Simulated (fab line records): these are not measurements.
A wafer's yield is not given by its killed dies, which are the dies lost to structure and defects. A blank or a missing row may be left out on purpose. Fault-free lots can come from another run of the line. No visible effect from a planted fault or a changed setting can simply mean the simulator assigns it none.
Chamber matching    flow sky130    SKY_SPACER_ETCHBACK_02 on rie_diel-03: 4 sister chambers
The step etches Si3N4 in CH3F/O2, stops on SiO2, time 46.7 s, target depth 45 nm. 16 wafers are shown with their chamber, then 8 later ones without.

## WAFERS WITH THEIR CHAMBER
wafer   chamber  drypump_motor_current_A (A)  rf_fwd_power_W (W)  throttle_valve_pct (%)
L074.2  2        5.7                          397.5               10.571
L074.3  0        5.1                          398.3               10.565
L074.5  1        5.5                          399.3               10.570
L076.2  0        5.1                          397.1               10.548
L076.3  2        5.7                          395.8               10.569
L076.5  2        5.7                          394.9               10.548
L078.2  3        4.9                          392.7               10.573
L078.3  1        5.6                          398.5               10.568
L078.4  2        5.6                          397.7               10.573
L081.2  0        5.1                          396.7               10.547
L081.3  1        5.5                          398.0               10.573
L081.4  2        5.7                          395.6               10.563
L087.1  2        5.7                          396.0               10.580
L087.2  1        5.5                          394.0               10.574
L087.5  3        5.0                          394.2               10.563
L089.3  3        4.9                          394.9               10.560

SIGNATURES (means of the wafers above)
reading                  chamber 0  chamber 1  chamber 2  chamber 3  scatter within a chamber
drypump_motor_current_A  5.100      5.525      5.683      4.933      0.0433
rf_fwd_power_W           397.367    397.450    396.250    393.933    1.49
throttle_valve_pct       10.55333   10.57125   10.56733   10.56533   0.00876
Rule: for each reading, subtract the chamber's mean from the wafer's reading, divide by that reading's scatter and square the result; add these up over the readings and take the root, which gives the wafer's distance from the chamber. The wafer belongs to the nearest chamber; if the next one is less than 2 further off, it can't be placed. The scatter: the root of (the sum of the squares of (reading less its chamber's mean) over the shown wafers, divided by (wafers less chambers)).

## WAFERS WHOSE CHAMBER IS MISSING
wafer   drypump_motor_current_A (A)  rf_fwd_power_W (W)  throttle_valve_pct (%)
L089.5  5.6                          397.2               10.563
L089.6  5.7                          398.2               10.545
L093.1  5.0                          393.4               10.564
L093.4  5.0                          391.2               10.555
L093.6  5.7                          397.1               10.574
L094.1  5.7                          394.9               10.565
L094.2  5.1                          396.8               10.554
L094.6  5.7                          395.7               10.575

## EACH ONE'S CHAMBER
wafer   from the rows above      in truth
L089.5  can't be placed: 1 or 2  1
L089.6  2                        2
L093.1  3                        3
L093.4  3                        3
L093.6  2                        2
L094.1  2                        2
L094.2  0                        0
L094.6  2                        2
7 of 8 placed correctly. Unplaceable from these rows: 1, with the true chamber sitting among the candidates in 1. Number placed wrongly: 0.
